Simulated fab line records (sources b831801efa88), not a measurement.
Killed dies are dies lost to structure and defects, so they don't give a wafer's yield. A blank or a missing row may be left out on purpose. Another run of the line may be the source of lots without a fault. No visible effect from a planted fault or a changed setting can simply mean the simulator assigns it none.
Which tool did it? -- flow sky130 -- 6 lots (18 wafers sampled), 1 step of a 708-step route

WHAT THE GAUGES SHOWED, per wafer
SKY_SONOS_ONO_OVL_MEAS_14.
lot,measured,on,SONOS_ONO_OVL (nm)
L879,day 13 22:19,overlay-01,-1.7 0.1 -0.6
L881,day 14 16:05,overlay-01,-3.5 -1.4 -1.4
L883,day 15 15:08,overlay-01,-1.0 0.2 -0.4
L887,day 17 04:33,overlay-02,-0.1 1.4 1.3
L890,day 18 00:07,overlay-02,0.9 0.3 -0.3
L892,day 18 13:08,overlay-01,0.5 -2.0 1.3

TOOL THAT RAN EACH LOT (tool first, then ch and the chambers of the sampled wafers, then the start)
The record shows no process step preceding these readings.

THE ANSWER, worked out from the rows above alone
Rule: what is usual is taken from the lots themselves. The widest of any qualifying gaps counts: lots, ordered by their means at a reading, are off when they make up no more than a third of the lots, leave a main group of 4 or more, and stand apart from it by 3 or more times the standard deviation of that group's means. Not used: any main group whose means are identical at the precision the tables above print for the reading. A lot without any number at a reading at which 4 lots or more have one is off too. All remaining lots with rows at the step are treated as sound.
Across all readings shown, no lot is off: no conclusion can be drawn from this.

WHAT HAD BEEN PUT IN BY THE SIMULATOR
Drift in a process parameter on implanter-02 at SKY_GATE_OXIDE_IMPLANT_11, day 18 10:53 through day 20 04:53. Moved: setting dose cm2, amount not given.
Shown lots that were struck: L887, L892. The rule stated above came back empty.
